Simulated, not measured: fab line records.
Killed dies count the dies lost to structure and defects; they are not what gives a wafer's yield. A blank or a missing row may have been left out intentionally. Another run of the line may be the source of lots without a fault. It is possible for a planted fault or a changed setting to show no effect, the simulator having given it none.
Which tool was responsible? || flow gf180mcu || 13 lots, 39 wafers sampled, at 5 steps of a route of 602

## WHAT EACH GAUGE READ, for each wafer
GF_POLY_GATE_OVL_MEAS_11.
{"lot": "L334", "measured": "day 9 03:01", "on": "overlay-02", "POLY_GATE_OVL (nm)": "0 -3 0"}
{"lot": "L336", "measured": "day 9 19:28", "on": "overlay-02", "POLY_GATE_OVL (nm)": "2 0 2"}
{"lot": "L337", "measured": "day 10 00:39", "on": "overlay-02", "POLY_GATE_OVL (nm)": "-8 -7 -7"}
{"lot": "L338", "measured": "day 10 11:28", "on": "overlay-02", "POLY_GATE_OVL (nm)": "-4 -2 1"}
{"lot": "L339", "measured": "day 10 16:57", "on": "overlay-01", "POLY_GATE_OVL (nm)": "2 0 2"}
{"lot": "L340", "measured": "day 11 00:05", "on": "overlay-01", "POLY_GATE_OVL (nm)": "-4 -2 1"}
{"lot": "L341", "measured": "day 11 09:24", "on": "overlay-01", "POLY_GATE_OVL (nm)": "6 4 3"}
{"lot": "L344", "measured": "day 12 05:16", "on": "overlay-01", "POLY_GATE_OVL (nm)": "-2 4 4"}
{"lot": "L346", "measured": "day 12 17:58", "on": "overlay-02", "POLY_GATE_OVL (nm)": "2 2 -1"}
{"lot": "L347", "measured": "day 13 00:02", "on": "overlay-01", "POLY_GATE_OVL (nm)": "-5 -4 -8"}
{"lot": "L348", "measured": "day 13 07:53", "on": "overlay-02", "POLY_GATE_OVL (nm)": "-7 -2 -2"}
{"lot": "L354", "measured": "day 15 06:53", "on": "overlay-02", "POLY_GATE_OVL (nm)": "-1 -5 -8"}
{"lot": "L357", "measured": "day 16 02:23", "on": "overlay-02", "POLY_GATE_OVL (nm)": "-1 -4 -4"}

GF_SAB_THK_MEAS_01.
{"lot": "L334", "measured": "day 14 02:50", "on": "film_metro-01", "SAB_CVD_00_THK (nm)": "49.5 50.2 49.5"}
{"lot": "L336", "measured": "day 14 23:26", "on": "film_metro-04", "SAB_CVD_00_THK (nm)": "49.5 50.8 50.6"}
{"lot": "L337", "measured": "day 15 04:50", "on": "film_metro-04", "SAB_CVD_00_THK (nm)": "49.9 50.4 50.1"}
{"lot": "L338", "measured": "day 15 16:47", "on": "film_metro-01", "SAB_CVD_00_THK (nm)": "49.6 50.3 50.8"}
{"lot": "L339", "measured": "day 15 23:38", "on": "film_metro-03", "SAB_CVD_00_THK (nm)": "48.9 50.1 50.1"}
{"lot": "L340", "measured": "day 16 10:53", "on": "film_metro-03", "SAB_CVD_00_THK (nm)": "49.6 50.5 51.3"}
{"lot": "L341", "measured": "day 16 23:00", "on": "film_metro-04", "SAB_CVD_00_THK (nm)": "49.4 50.8 50.6"}
{"lot": "L344", "measured": "day 18 00:15", "on": "film_metro-01", "SAB_CVD_00_THK (nm)": "50.0 50.9 50.9"}
{"lot": "L346", "measured": "day 18 12:11", "on": "film_metro-01", "SAB_CVD_00_THK (nm)": "48.3 49.1 48.7"}
{"lot": "L347", "measured": "day 18 19:36", "on": "film_metro-04", "SAB_CVD_00_THK (nm)": "49.2 50.0 49.7"}
{"lot": "L348", "measured": "day 19 08:50", "on": "film_metro-01", "SAB_CVD_00_THK (nm)": "48.7 49.9 50.0"}
{"lot": "L354", "measured": "day 21 12:12", "on": "film_metro-03", "SAB_CVD_00_THK (nm)": "52.9 52.6 51.1"}
{"lot": "L357", "measured": "day 22 06:23", "on": "film_metro-04", "SAB_CVD_00_THK (nm)": "49.5 50.0 49.7"}

GF_CONTACT_THK_MEAS_03.
{"lot": "L334", "measured": "day 15 00:42", "on": "film_metro-04", "CONTACT_CVD_02_THK (nm)": "846 856 850"}
{"lot": "L336", "measured": "day 15 22:45", "on": "film_metro-02", "CONTACT_CVD_02_THK (nm)": "867 871 871"}
{"lot": "L337", "measured": "day 16 03:28", "on": "film_metro-03", "CONTACT_CVD_02_THK (nm)": "860 863 880"}
{"lot": "L338", "measured": "day 16 15:34", "on": "film_metro-03", "CONTACT_CVD_02_THK (nm)": "881 868 864"}
{"lot": "L339", "measured": "day 16 22:50", "on": "film_metro-03", "CONTACT_CVD_02_THK (nm)": "841 857 863"}
{"lot": "L340", "measured": "day 17 10:37", "on": "film_metro-03", "CONTACT_CVD_02_THK (nm)": "846 870 866"}
{"lot": "L341", "measured": "day 17 23:12", "on": "film_metro-02", "CONTACT_CVD_02_THK (nm)": "850 858 870"}
{"lot": "L344", "measured": "day 19 01:36", "on": "film_metro-04", "CONTACT_CVD_02_THK (nm)": "862 876 882"}
{"lot": "L346", "measured": "day 19 12:46", "on": "film_metro-03", "CONTACT_CVD_02_THK (nm)": "864 850 859"}
{"lot": "L347", "measured": "day 19 20:28", "on": "film_metro-02", "CONTACT_CVD_02_THK (nm)": "867 875 872"}
{"lot": "L348", "measured": "day 20 09:46", "on": "film_metro-04", "CONTACT_CVD_02_THK (nm)": "856 865 872"}
{"lot": "L354", "measured": "day 22 12:37", "on": "film_metro-02", "CONTACT_CVD_02_THK (nm)": "870 868 875"}
{"lot": "L357", "measured": "day 23 06:14", "on": "film_metro-02", "CONTACT_CVD_02_THK (nm)": "864 865 868"}

## WHAT TOOL EACH LOT RAN ON (gives the tool, then ch and the chambers of the sampled wafers, and finally the start)
{"lot": "L334", "GF_SAB_CVD_00": "pecvd-03 ch 0,1,2, day 14 02:49", "GF_SAB_STRIP_13": "plasma_asher-04 ch 0,1, day 14 23:47"}
{"lot": "L336", "GF_SAB_CVD_00": "pecvd-01 ch 1,2, day 14 23:25", "GF_SAB_STRIP_13": "plasma_asher-02 ch 0,1, day 15 21:47"}
{"lot": "L337", "GF_SAB_CVD_00": "pecvd-03 ch 1,2, day 15 04:49", "GF_SAB_STRIP_13": "plasma_asher-02 ch 0,1, day 16 02:32"}
{"lot": "L338", "GF_SAB_CVD_00": "pecvd-01 ch 0,2, day 15 16:46", "GF_SAB_STRIP_13": "plasma_asher-03 ch 1, day 16 14:35"}
{"lot": "L339", "GF_SAB_CVD_00": "pecvd-04 ch 0,1,2, day 15 23:37", "GF_SAB_STRIP_13": "plasma_asher-04 ch 0,1, day 16 21:56"}
{"lot": "L340", "GF_SAB_CVD_00": "pecvd-01 ch 0,1,2, day 16 10:52", "GF_SAB_STRIP_13": "plasma_asher-04 ch 0,1, day 17 09:44"}
{"lot": "L341", "GF_SAB_CVD_00": "pecvd-04 ch 1,2, day 16 22:58", "GF_SAB_STRIP_13": "plasma_asher-02 ch 0,1, day 17 22:20"}
{"lot": "L344", "GF_SAB_CVD_00": "pecvd-01 ch 0,2, day 18 00:13", "GF_SAB_STRIP_13": "plasma_asher-02 ch 0,1, day 19 00:42"}
{"lot": "L346", "GF_SAB_CVD_00": "pecvd-03 ch 0,1,2, day 18 12:10", "GF_SAB_STRIP_13": "plasma_asher-02 ch 0,1, day 19 11:53"}
{"lot": "L347", "GF_SAB_CVD_00": "pecvd-04 ch 1,2, day 18 19:34", "GF_SAB_STRIP_13": "plasma_asher-02 ch 0,1, day 19 19:34"}
{"lot": "L348", "GF_SAB_CVD_00": "pecvd-03 ch 1,2, day 19 08:49", "GF_SAB_STRIP_13": "plasma_asher-02 ch 0,1, day 20 08:53"}
{"lot": "L354", "GF_SAB_CVD_00": "pecvd-03 ch 0,1, day 21 12:10", "GF_SAB_STRIP_13": "plasma_asher-04 ch 0,1, day 22 11:44"}
{"lot": "L357", "GF_SAB_CVD_00": "pecvd-04 ch 0,1,2, day 22 06:22", "GF_SAB_STRIP_13": "plasma_asher-04 ch 0,1, day 23 05:19"}
- GF_SAB_CVD_00: deposits SiO2 from TEOS, target thk 50 nm, time 4.9302 s.
- GF_SAB_STRIP_13: strips in O2/N2.

## AS READ BY THE TOOLS THEMSELVES (means over the sampled wafers that have a number; for cases with no such wafer, the mark the record gives instead)
GF_SAB_CVD_00.
{"lot": "L334", "tool": "pecvd-03", "heater_power_w (W)": 802}
{"lot": "L336", "tool": "pecvd-01", "heater_power_w (W)": 712}
{"lot": "L337", "tool": "pecvd-03", "heater_power_w (W)": 753}
{"lot": "L338", "tool": "pecvd-01", "heater_power_w (W)": 695}
{"lot": "L339", "tool": "pecvd-04", "heater_power_w (W)": 618}
{"lot": "L340", "tool": "pecvd-01", "heater_power_w (W)": 689}
{"lot": "L341", "tool": "pecvd-04", "heater_power_w (W)": 583}
{"lot": "L344", "tool": "pecvd-01", "heater_power_w (W)": 680}
{"lot": "L346", "tool": "pecvd-03", "heater_power_w (W)": 827}
{"lot": "L347", "tool": "pecvd-04", "heater_power_w (W)": 660}
{"lot": "L348", "tool": "pecvd-03", "heater_power_w (W)": 746}
{"lot": "L354", "tool": "pecvd-03", "heater_power_w (W)": 888}
{"lot": "L357", "tool": "pecvd-04", "heater_power_w (W)": 598}

GF_SAB_STRIP_13.
{"lot": "L334", "tool": "plasma_asher-04", "drypump_motor_current_A (A)": 5.2, "heater_power_w (W)": 341, "oes_product_au (a.u.)": 0.712, "strip_time_to_endpoint_s (s)": 12.52}
{"lot": "L336", "tool": "plasma_asher-02", "drypump_motor_current_A (A)": 6.2, "heater_power_w (W)": 356, "oes_product_au (a.u.)": 0.709, "strip_time_to_endpoint_s (s)": 12.48}
{"lot": "L337", "tool": "plasma_asher-02", "drypump_motor_current_A (A)": 6.2, "heater_power_w (W)": 358, "oes_product_au (a.u.)": 0.712, "strip_time_to_endpoint_s (s)": 12.52}
{"lot": "L338", "tool": "plasma_asher-03", "drypump_motor_current_A (A)": 5.0, "heater_power_w (W)": 301, "oes_product_au (a.u.)": 0.707, "strip_time_to_endpoint_s (s)": 12.52}
{"lot": "L339", "tool": "plasma_asher-04", "drypump_motor_current_A (A)": 5.2, "heater_power_w (W)": 343, "oes_product_au (a.u.)": 0.713, "strip_time_to_endpoint_s (s)": 12.51}
{"lot": "L340", "tool": "plasma_asher-04", "drypump_motor_current_A (A)": 5.2, "heater_power_w (W)": 342, "oes_product_au (a.u.)": 0.709, "strip_time_to_endpoint_s (s)": 12.49}
{"lot": "L341", "tool": "plasma_asher-02", "drypump_motor_current_A (A)": 6.1, "heater_power_w (W)": 334, "oes_product_au (a.u.)": 0.709, "strip_time_to_endpoint_s (s)": 12.53}
{"lot": "L344", "tool": "plasma_asher-02", "drypump_motor_current_A (A)": 6.1, "heater_power_w (W)": 334, "oes_product_au (a.u.)": 0.710, "strip_time_to_endpoint_s (s)": 12.47}
{"lot": "L346", "tool": "plasma_asher-02", "drypump_motor_current_A (A)": 6.2, "heater_power_w (W)": 354, "oes_product_au (a.u.)": 0.707, "strip_time_to_endpoint_s (s)": 12.47}
{"lot": "L347", "tool": "plasma_asher-02", "drypump_motor_current_A (A)": 6.2, "heater_power_w (W)": 353, "oes_product_au (a.u.)": 0.713, "strip_time_to_endpoint_s (s)": 12.47}
{"lot": "L348", "tool": "plasma_asher-02", "drypump_motor_current_A (A)": 6.2, "heater_power_w (W)": 353, "oes_product_au (a.u.)": 0.711, "strip_time_to_endpoint_s (s)": 12.54}
{"lot": "L354", "tool": "plasma_asher-04", "drypump_motor_current_A (A)": 5.2, "heater_power_w (W)": 340, "oes_product_au (a.u.)": 0.712, "strip_time_to_endpoint_s (s)": 12.48}
{"lot": "L357", "tool": "plasma_asher-04", "drypump_motor_current_A (A)": 5.2, "heater_power_w (W)": 341, "oes_product_au (a.u.)": 0.709, "strip_time_to_endpoint_s (s)": 12.53}

## THE ANSWER, worked out from the rows above alone
Rule: the usual values come from the lots themselves. Put in order of their means at a reading, lots are off if they are a third of the lots or fewer, leave a main group of 4 or more, and stand apart from it by a gap of 3 or more times the standard deviation of the main group's means; of several such gaps the widest counts. If all means in a main group match to the digits the tables above print for the reading, that group is not used. A lot without any number at a reading at which 4 lots or more have one is off too. All remaining lots with rows at the step are treated as sound. Order of review: gauges by route order, followed by the tools' own readings, for which a lot's mean as printed above is used. At the first step where some lot is off, the reading lying furthest off is the one used; lots without a number count as furthest.
Off: L354, seen at GF_SAB_THK_MEAS_01 (SAB_CVD_00_THK). Main group: mean 49.9 nm, sd 0.5.
If a tool, at a process step before that reading, ran all the lots that are off and no sound lot after the first of them, it fits. Those tools and the gauges at GF_SAB_THK_MEAS_01 are tried in the same way. This does not decide it: 2 tools fit, namely pecvd-03 at GF_SAB_CVD_00 and film_metro-03 at GF_SAB_THK_MEAS_01.

## WHAT HAD BEEN PUT IN BY THE SIMULATOR
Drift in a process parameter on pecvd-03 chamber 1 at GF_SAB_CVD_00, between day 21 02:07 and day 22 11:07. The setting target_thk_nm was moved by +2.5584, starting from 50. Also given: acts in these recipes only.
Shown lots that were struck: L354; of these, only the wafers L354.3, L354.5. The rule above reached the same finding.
